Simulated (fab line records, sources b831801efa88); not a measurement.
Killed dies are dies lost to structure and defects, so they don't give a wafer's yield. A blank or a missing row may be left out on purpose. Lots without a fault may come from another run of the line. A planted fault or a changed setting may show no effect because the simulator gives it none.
Chamber matching | flow gf180mcu | GF_CONTACT_CMP_27 on cmp-01: 4 sister chambers
The step polishes, stops on SiO2, t overpolish 15 s, target thk 0 nm. 4 wafers are shown with their chamber, then 7 later ones without.

WAFERS WITH THEIR CHAMBER
wafer  | chamber | motor_current_A (A)
L418.4 | 0       | 11.6
L418.6 | 3       | 10.7
L421.1 | 2       | 10.3
L421.3 | 1       | 12.3

WAFERS WITHOUT THEIR CHAMBER
wafer  | motor_current_A (A)
L421.5 | 10.8
L423.1 | 10.4
L423.2 | 11.0
L423.5 | 11.2
L426.2 | 10.4
L426.3 | 11.9
L426.4 | 11.9

WHICH CHAMBER EACH WENT THROUGH
wafer  | from the rows above          | in truth
L421.5 | can't be placed: 3 or 2      | 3
L423.1 | can't be placed: 2 or 3      | 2
L423.2 | can't be placed: 3 or 0 or 2 | 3
L423.5 | can't be placed: 0 or 3 or 2 | 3
L426.2 | can't be placed: 2 or 3      | 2
L426.3 | can't be placed: 0 or 1      | 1
L426.4 | can't be placed: 0 or 1      | 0
Placed correctly: 0 of 7. Can't be placed from these rows: 7 (the true chamber is among the candidates in 7). Placed wrongly: 0.
How it was worked out, from the rows above alone: a wafer's distance from a chamber is the root of the sum, over the readings, of the square of ((its reading less the chamber's mean) divided by the reading's scatter). The wafer belongs to the nearest chamber; if the next one is less than 2 further off, it can't be placed. A chamber's mean is the mean of its shown wafers. The scatter: with one shown wafer a chamber, the root of the mean of the squares of how far each hidden wafer lies from its nearest shown one.
